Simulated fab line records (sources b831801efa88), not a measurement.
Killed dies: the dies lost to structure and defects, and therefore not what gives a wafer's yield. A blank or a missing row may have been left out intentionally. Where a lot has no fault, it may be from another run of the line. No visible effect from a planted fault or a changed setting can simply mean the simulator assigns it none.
fab line records | flow sfq-line
[record] lots = 7 wafers = 21 last-day = 86
route steps=325 shown L0V@27 M0@28
lots with no fault: from the same line, run without faults
start-h: hours from the record's first day to the start of the lot's first wafer shown | wait-h: time in hours since the lot's previous step | " as in the row above | L1.1+2: one row covering several wafers at once | - no value, or no start given | * or withheld: withheld | < > ~ a bound
route shown NAME@n: a module of which the file shows steps, and the number in the route of the first | usual: the fault-free wafers' mean and standard deviation | same: alike in all rows | chamber/n: place in a boat | sites: each site's reading | _std_site: how widely they spread, as a standard deviation | _edge_site: outer sites' mean less inner sites' | radius-mm: for every site, how far away it sits from the centre of the wafer | mask NAME#n: copy n | behind: the tool/chamber that last shaped the wafer | hold: why the lot was held/for how many hours/how that ended | device: the transistor (n, p or np) that didn't switch | end of line: tests of these same wafers at the route's end | a step given without rows: its recipe and nothing more | killed: at the first sort, the dies lost to defects and structure; wafer yield is something else | map: shows each die of a wafer: x if killed, . if not, _ if none is there
set.NAME: the setting the step ran with; set.NAME@STEP: the setting that earlier step ran with | model.NAME: the simulator's own value behind a step, which no gauge read
lots at some steps of the route; a table a step, a row a wafer
services: a tool's chamber out of use, with start hour (start-h, from the record's first day; less than 0 if before it), hours out, and reason
[[steps]]
[step SFQ_TRILAYER_L0_VIA_STRIP_SOLV_CLEAN_018]
[recipe] chemistry = NMP temp-c = 70 time-s = 600
[step SFQ_TRILAYER_M0_DEP_PRE_CLEAN_020]
[recipe] gas = Ar time-s = 15 bias-v = 250
[step SFQ_TRILAYER_M0_DEP_SPUTTER_019]
[recipe] material = Nb base-pressure-pa = 1.33e-06 chamber-pressure-pa = 0.1333 substrate-temp-c = 20 resputter-cathode-voltage-v = 400 target-thk-nm = 200 power-w = 2000 time-s = 133.3
[usual] throttle-valve-pct = 29.4/0.79
// columns lot.wafer tool chamber start-h wait-h throttle-valve-pct
L107.1 pvd-sputter-03 - 99.84 0.0 30.3
L107.3 " - " " 30.0
L107.4 " - " " 29.3
L108.1 pvd-sputter-04 - 107.06 0.0 29.0
L108.2 " - " " 30.7
L108.4 " - " " 27.9
L109.1 pvd-sputter-06 - 110.66 0.0 29.6
L109.5 " - " " 29.3
L109.6 " - " " 28.9
L110.1 pvd-sputter-06 - 114.24 0.0 29.0
L110.4 " - " " 28.9
L110.6 " - " " 29.4
L113.2 pvd-sputter-03 - 133.54 0.0 29.2
L113.3 " - " " 29.6
L113.4 " - " " 29.8
L114.1 pvd-sputter-04 - 138.39 0.0 28.5
L114.5 " - " " 29.0
L114.6 " - " " 27.9
L115.1 pvd-sputter-06 - 143.14 0.0 29.5
L115.3 " - " " 29.6
L115.4 " - " " 29.3
[step SFQ_M0_RS_MEAS_904]
[recipe] thk-meas-gauge = four-point-probe reads = Nb_of_TRILAYER_M0_DEP_SPUTTER_019
[usual] M0_NB_RS = 0.891/0.011
// columns lot.wafer tool chamber start-h wait-h M0_NB_RS[ohm/sq]
L107.1 film-metro-03 - 99.93 0.0 0.881
L107.3 " - " " 0.889
L107.4 " - " " 0.882
L108.1 film-metro-02 - 107.15 0.0 0.906
L108.2 " - " " 0.901
L108.4 " - " " 0.900
L109.1 film-metro-02 - 110.75 0.0 0.902
L109.5 " - " " 0.893
L109.6 " - " " 0.898
L110.1 film-metro-04 - 114.33 0.0 0.903
L110.4 " - " " 0.907
L110.6 " - " " 0.903
L113.2 film-metro-04 - 133.65 0.1 0.875
L113.3 " - " " 0.876
L113.4 " - " " 0.868
L114.1 film-metro-04 - 138.48 0.0 0.896
L114.5 " - " " 0.889
L114.6 " - " " 0.882
L115.1 film-metro-04 - 143.23 0.0 0.911
L115.3 " - " " 0.909
L115.4 " - " " 0.902
[step SFQ_TRILAYER_M0_LITHO_COAT_026]
[recipe] resist = BARC spin-rpm = 3000 resist-thk-nm = 62
[step SFQ_TRILAYER_M0_LITHO_COAT_021]
[recipe] resist = KrF spin-rpm = 3000 resist-thk-nm = 600
[step SFQ_TRILAYER_M0_LITHO_SOFTBAKE_025]
[recipe] temp-c = withheld time-s = withheld resist = KrF
[step SFQ_TRILAYER_M0_LITHO_EXPOSE_022]
[recipe] mask-id = M0 na = 0.6 source-shape = conventional sigma-outer = 0.65 target-cd-nm = 500 dose-mj = 14.4
[step SFQ_TRILAYER_M0_LITHO_PEB_024]
[recipe] peb-temp-c = 115 peb-time-s = 60 resist = KrF
[step SFQ_TRILAYER_M0_LITHO_DEVELOP_023]
[recipe] time-s = 60 resist = KrF
[step SFQ_M0_OVL_MEAS_906]
[usual] M0_OVL = -3/5.3
// columns lot.wafer tool chamber start-h wait-h M0_OVL[nm]
L107.1 overlay-01 - 136.22 0.1 -2
L107.3 " - " " 1
L107.4 " - " " -3
L108.1 overlay-02 - 143.42 0.1 3
L108.2 " - " " 7
L108.4 " - " " 7
L109.1 overlay-01 - 147.02 0.1 -2
L109.5 " - " " -5
L109.6 " - " " -3
L110.1 overlay-02 - 150.62 0.1 -9
L110.4 " - " " -11
L110.6 " - " " -8
L113.2 overlay-01 - 168.62 0.1 -6
L113.3 " - " " -2
L113.4 " - " " 2
L114.1 overlay-01 - 174.62 0.1 -6
L114.5 " - " " -10
L114.6 " - " " -7
L115.1 overlay-02 - 180.62 0.1 -1
L115.3 " - " " 0
L115.4 " - " " -3
[step SFQ_TRILAYER_M0_BARC_OPEN_METAL_ETCH_031]
[recipe] mask-material = PR chemistry = O2 target-depth-nm = 125 target = BARC icp-w = 600 bias-w = 80 pressure-mtorr = 10 time-s = 41.7
[usual] bias-w = 80.05/0.23 chamber-pressure-mTorr = 10.001/0.0097 drypump-motor-current-A = 5.6/0.61 oes-product-au = 0.684/0.0048 rf-fwd-power-W = 594.2/2.2 run-length-s = 69.8/0.43 time-s = 41.7/0
// columns lot.wafer tool chamber start-h wait-h bias-w chamber-pressure-mTorr drypump-motor-current-A oes-product-au rf-fwd-power-W rf-hours-counter-h run-length-s time-s model.KrF_of_TRILAYER_M0_LITHO_COAT_021.thk-nm
L107.1 rie-metal-03 1 136.25 0.0 79.92 9.993 5.7 0.680 591.1 14 69.5 41.7 522.5
L107.3 " 0 " " 79.45 10.000 5.9 0.682 593.9 - 69.4 41.7 525.2
L107.4 " 1 " " 79.94 10.011 5.7 0.684 591.5 - 69.4 41.7 525.8
L108.1 rie-metal-03 0 143.45 0.0 79.84 9.998 5.9 0.686 594.9 176 69.4 41.7 522.1
L108.2 " 1 " " 80.10 10.012 5.7 0.677 588.2 15 69.4 41.7 521.9
L108.4 " 1 " " 80.24 9.996 5.7 0.683 590.4 - 69.0 41.7 523.1
L109.1 rie-metal-02 1 147.05 0.0 80.02 9.997 5.3 0.681 593.3 41 70.6 41.7 521.4
L109.5 " 0 " " 80.14 9.995 4.7 0.677 592.4 - 69.9 41.7 519.3
L109.6 " 1 " " 80.20 10.022 5.3 0.681 597.6 - 70.2 41.7 520.4
L110.1 rie-metal-02 0 150.65 0.0 80.08 9.996 4.6 0.686 596.8 73 69.9 41.7 520.3
L110.4 " 0 " " 80.23 9.996 4.6 0.689 593.6 - 69.8 41.7 520.1
L110.6 " 1 " " 80.11 10.001 5.2 0.680 594.4 - 70.2 41.7 521.9
L113.2 rie-metal-04 0 168.65 0.0 80.15 10.006 5.6 0.821 592.6 20 60.4 29.19 537.2
L113.3 " 1 " " 80.00 10.008 6.6 0.806 591.6 - 60.7 29.19 537.4
L113.4 " 0 " " 80.05 10.009 5.6 0.825 593.0 - 60.4 29.19 538.9
L114.1 rie-metal-04 1 174.65 0.0 80.11 10.013 6.6 0.822 591.2 154 60.6 29.19 542.2
L114.5 " 1 " " 80.35 9.994 6.6 0.815 589.6 - 60.8 29.19 540.4
L114.6 " 0 " " 79.85 10.002 5.6 0.818 594.2 - 60.0 29.19 540.2
L115.1 rie-metal-02 0 180.65 0.0 79.71 9.998 4.6 0.817 591.2 79 60.4 29.19 537.2
L115.3 " 0 " " 79.74 9.995 4.6 0.821 592.0 - 60.2 29.19 537.9
L115.4 " 1 " " 79.82 9.996 5.3 0.818 594.3 - 60.6 29.19 538.8
[step SFQ_TRILAYER_M0_ETCH_METAL_ETCH_024]
[recipe] target = Nb stop-on = SiO2 mask-material = PR chemistry = Cl2/Ar target-depth-nm = 240 icp-w = 600 bias-w = 80 pressure-mtorr = 10 time-s = 120
[usual] bias-w = 80.04/0.24 chamber-pressure-mTorr = 9.999/0.009 drypump-motor-current-A = 5.6/0.61 oes-product-au = 0.893/0.0075 rf-fwd-power-W = 596.8/1.9 run-length-s = 148.2/0.45 time-s = 120/0
// columns lot.wafer tool chamber start-h wait-h bias-w chamber-pressure-mTorr drypump-motor-current-A oes-product-au rf-fwd-power-W rf-hours-counter-h run-length-s time-s model.KrF_of_TRILAYER_M0_LITHO_COAT_021.thk-nm
L107.1 rie-metal-03 1 136.31 0.0 80.21 10.001 5.7 0.903 597.7 14 148.0 120 381.8
L107.3 " 0 " " 79.68 10.005 5.9 0.894 598.0 - 147.8 120 385.7
L107.4 " 1 " " 79.87 9.979 5.7 0.898 595.1 - 147.7 120 385.9
L108.1 rie-metal-03 0 143.51 0.0 80.11 9.993 5.9 0.885 597.9 176 148.1 120 383.6
L108.2 " 1 " " 80.24 10.000 5.7 0.888 594.7 15 148.0 120 382.6
L108.4 " 1 " " 80.31 10.000 5.7 0.883 594.6 - 147.8 120 384.4
L109.1 rie-metal-02 1 147.11 0.0 80.13 9.986 5.2 0.880 599.1 41 148.6 120 380.8
L109.5 " 0 " " 79.81 9.999 4.6 0.895 596.3 - 147.9 120 376.9
L109.6 " 1 " " 79.97 10.001 5.2 0.892 599.1 - 148.5 120 380.1
L110.1 rie-metal-02 0 150.71 0.0 79.96 9.991 4.6 0.883 593.5 74 148.3 120 378.5
L110.4 " 0 " " 80.00 9.992 4.6 0.883 593.9 - 147.8 120 377.9
L110.6 " 1 " " 79.62 10.004 5.2 0.893 597.1 - 148.9 120 381.3
L113.2 rie-metal-04 0 168.71 0.0 80.37 10.015 5.6 0.897 598.1 21 147.7 120 394.8
L113.3 " 1 " " 80.09 10.008 6.6 0.908 597.0 - 148.3 120 399.6
L113.4 " 0 " " 80.21 9.993 5.6 0.900 594.5 - 148.3 120 396.7
L114.1 rie-metal-04 1 174.71 0.0 80.04 10.002 6.6 0.897 594.7 154 148.8 120 402.1
L114.5 " 1 " " 80.14 9.989 6.6 0.895 595.7 - 148.6 120 400.8
L114.6 " 0 " " 80.40 9.994 5.6 0.895 594.5 - 148.2 120 397.2
L115.1 rie-metal-02 0 180.71 0.0 79.70 10.018 4.6 0.879 593.0 79 147.9 120 393.4
L115.3 " 0 " " 79.59 10.005 4.6 0.888 598.1 - 148.0 120 395.9
L115.4 " 1 " " 80.07 9.992 5.3 0.887 598.7 - 148.5 120 397.2
[step SFQ_TRILAYER_M0_STRIP_STRIP_025]
[recipe] gas = O2 power-w = 200 platen-temp-c = 40 overash-fraction = 0.65 chemistry = O2 pressure-mtorr = 50
[usual] chamber-pressure-mTorr = 50.00/0.044 drypump-motor-current-A = 5.6/0.61 oes-product-au = 0.996/0.0079
// columns lot.wafer tool chamber start-h wait-h chamber-pressure-mTorr drypump-motor-current-A oes-product-au rf-hours-counter-h
L107.1 rie-metal-03 1 136.44 0.1 49.99 5.7 0.983 14
L107.3 " 0 " " 49.94 5.9 0.993 -
L107.4 " 1 " " 50.00 5.7 0.985 -
L108.1 rie-metal-03 0 143.64 0.1 50.04 5.9 1.003 176
L108.2 " 1 " " 50.05 5.7 0.995 15
L108.4 " 1 " " 50.00 5.7 0.988 -
L109.1 rie-metal-02 1 147.24 0.1 49.97 5.3 0.991 41
L109.5 " 0 " " 49.92 4.6 1.001 -
L109.6 " 1 " " 49.98 5.3 0.998 -
L110.1 rie-metal-02 0 150.84 0.1 49.99 4.6 1.008 74
L110.4 " 0 " " 49.99 4.6 0.998 -
L110.6 " 1 " " 50.05 5.2 0.983 -
L113.2 rie-metal-04 0 168.84 0.1 49.92 5.6 1.002 21
L113.3 " 1 " " 49.95 6.6 0.997 -
L113.4 " 0 " " 50.06 5.6 1.005 -
L114.1 rie-metal-04 1 174.84 0.1 50.03 6.6 0.995 154
L114.5 " 1 " " 49.99 6.6 0.981 -
L114.6 " 0 " " 50.01 5.6 1.004 -
L115.1 rie-metal-02 0 180.84 0.1 49.95 4.6 0.993 79
L115.3 " 0 " " 50.05 4.6 0.994 -
L115.4 " 1 " " 49.98 5.2 0.983 -
[[services]]
// columns tool chamber start-h hours kind
rie-metal-03 - 102.54 0.8 repair
rie-metal-02 1 114.82 10.3 repair
[[key]]
[first-sign] step = SFQ_TRILAYER_M0_BARC_OPEN_METAL_ETCH_031 reading = time-s direction = down sigmas = 99+ usual = * struck = *
[effect] step = SFQ_TRILAYER_M0_BARC_OPEN_METAL_ETCH_031 reading = oes-product-au direction = up sigmas = 28 usual = 0.684 struck = 0.818
[model-effect] step = SFQ_TRILAYER_M0_BARC_OPEN_METAL_ETCH_031 value = KrF_of_TRILAYER_M0_LITHO_COAT_021.thk-nm without = 523.4 struck = 538.9
[model-effect] step = SFQ_TRILAYER_M0_ETCH_METAL_ETCH_024 value = KrF_of_TRILAYER_M0_LITHO_COAT_021.thk-nm without = 382 struck = 397.5
met-at SFQ_TRILAYER_M0_BARC_OPEN_METAL_ETCH_031
struck-wafers L113.2,L113.3,L113.4,L114.1,L114.5,L114.6,L115.1,L115.3,L115.4
onset-between 150.65 168.65
[fault] kind = recipe-version-skew tool = rie-metal-02,rie-metal-03,rie-metal-04 chamber = - onset-h = 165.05 steps = SFQ_TRILAYER_M0_BARC_OPEN_METAL_ETCH_031 wrong-recipe.time-s = *
